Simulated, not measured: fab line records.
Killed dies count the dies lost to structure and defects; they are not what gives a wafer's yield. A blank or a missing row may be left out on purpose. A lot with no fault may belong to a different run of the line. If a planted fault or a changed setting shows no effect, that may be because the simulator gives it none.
What tool caused it?    flow gf180mcu    Sampling: 7 lots, 21 wafers, 2 of 602 route steps

WHAT THE GAUGES READ, wafer by wafer
GF_SALICIDE_RS_MEAS_04: measurement is done with a four-point probe.
lot   measured      on             SALICIDE_TIN_RS (ohm/sq)
L814  day 15 13:01  film-metro-03  16.6 16.7 16.7
L816  day 16 14:58  film-metro-03  16.6 16.4 16.8
L821  day 18 12:22  film-metro-03  16.5 16.1 16.6
L827  day 20 09:33  film-metro-03  16.1 15.9 16.1
L829  day 21 07:55  film-metro-03  16.0 16.4 16.7
L833  day 22 09:48  film-metro-01  17.1 16.9 17.0
L835  day 23 00:15  film-metro-01  16.4 16.5 16.2

WHAT TOOL EACH LOT RAN ON (gives the tool, then ch and the chambers of the sampled wafers, and finally the start)
lot   GF_DNWELL_PEB_05
L814  litho-track-01 ch 0, day 3 00:00
L816  litho-track-04 ch 0, day 3 10:00
L821  litho-track-03, day 4 14:00
L827  litho-track-01 ch 0, day 5 18:00
L829  litho-track-04 ch 0, day 6 09:00
L833  litho-track-01 ch 0, day 7 04:00
L835  litho-track-04 ch 0, day 7 15:00
- GF_DNWELL_PEB_05

THE ANSWER, worked out from the rows above alone
Rule: the lots themselves supply what counts as usual. Put in order of their means at a reading, lots are off if they are a third of the lots or fewer, leave a main group of 4 or more, and stand apart from it by a gap of 3 or more times the standard deviation of the main group's means; of several such gaps the widest counts. If all means in a main group match to the digits the tables above print for the reading, that group is not used. A lot without any number at a reading at which 4 lots or more have one is off too. Any other lot the step has rows for is counted as sound.
None of the lots is off at any reading shown; this tells nothing.

WHAT THE SIMULATOR PUT IN
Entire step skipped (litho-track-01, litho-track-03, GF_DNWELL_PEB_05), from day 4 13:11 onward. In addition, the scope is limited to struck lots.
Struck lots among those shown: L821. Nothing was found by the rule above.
